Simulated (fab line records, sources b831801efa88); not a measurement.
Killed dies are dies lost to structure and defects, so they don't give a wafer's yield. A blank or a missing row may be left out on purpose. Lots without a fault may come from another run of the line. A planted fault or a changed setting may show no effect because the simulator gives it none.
Chamber matching | flow gf180mcu | GF_V5_CMP_04 on cmp-01: 4 sister chambers
The step polishes SiO2. 16 wafers are shown with their chamber, then 7 later ones without.

WAFERS WITH THEIR CHAMBER
wafer  | chamber | motor_current_A (A)
L726.1 | 3       | 9.9
L726.4 | 0       | 13.9
L726.6 | 3       | 10.7
L729.2 | 2       | 10.0
L729.3 | 1       | 13.0
L729.6 | 1       | 13.0
L731.1 | 2       | 10.5
L731.4 | 0       | 13.2
L731.6 | 1       | 13.4
L732.4 | 2       | 10.5
L732.5 | 3       | 10.0
L732.6 | 0       | 14.1
L734.3 | 3       | 10.5
L734.4 | 2       | 9.4
L734.5 | 1       | 12.4
L735.1 | 2       | 9.9

SIGNATURES (means of the wafers above)
reading         | chamber 0 | chamber 1 | chamber 2 | chamber 3 | scatter within a chamber
motor_current_A | 13.733    | 12.950    | 10.060    | 10.275    | 0.434
Rule: a wafer's distance from a chamber is the root of the sum, over the readings, of the square of ((its reading less the chamber's mean) divided by the reading's scatter). The wafer belongs to the nearest chamber; if the next one is less than 2 further off, it can't be placed. The scatter: the root of (the sum of the squares of (reading less its chamber's mean) over the shown wafers, divided by (wafers less chambers)).

WAFERS WITHOUT THEIR CHAMBER
wafer  | motor_current_A (A)
L735.4 | 10.0
L735.5 | 9.9
L736.1 | 10.3
L736.3 | 12.5
L736.4 | 10.2
L737.5 | 10.6
L737.6 | 12.6

WHICH CHAMBER EACH WENT THROUGH
wafer  | from the rows above     | in truth
L735.4 | can't be placed: 2 or 3 | 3
L735.5 | can't be placed: 2 or 3 | 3
L736.1 | can't be placed: 3 or 2 | 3
L736.3 | can't be placed: 1 or 0 | 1
L736.4 | can't be placed: 3 or 2 | 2
L737.5 | can't be placed: 3 or 2 | 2
L737.6 | can't be placed: 1 or 0 | 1
Placed correctly: 0 of 7. Can't be placed from these rows: 7 (the true chamber is among the candidates in 7). Placed wrongly: 0.
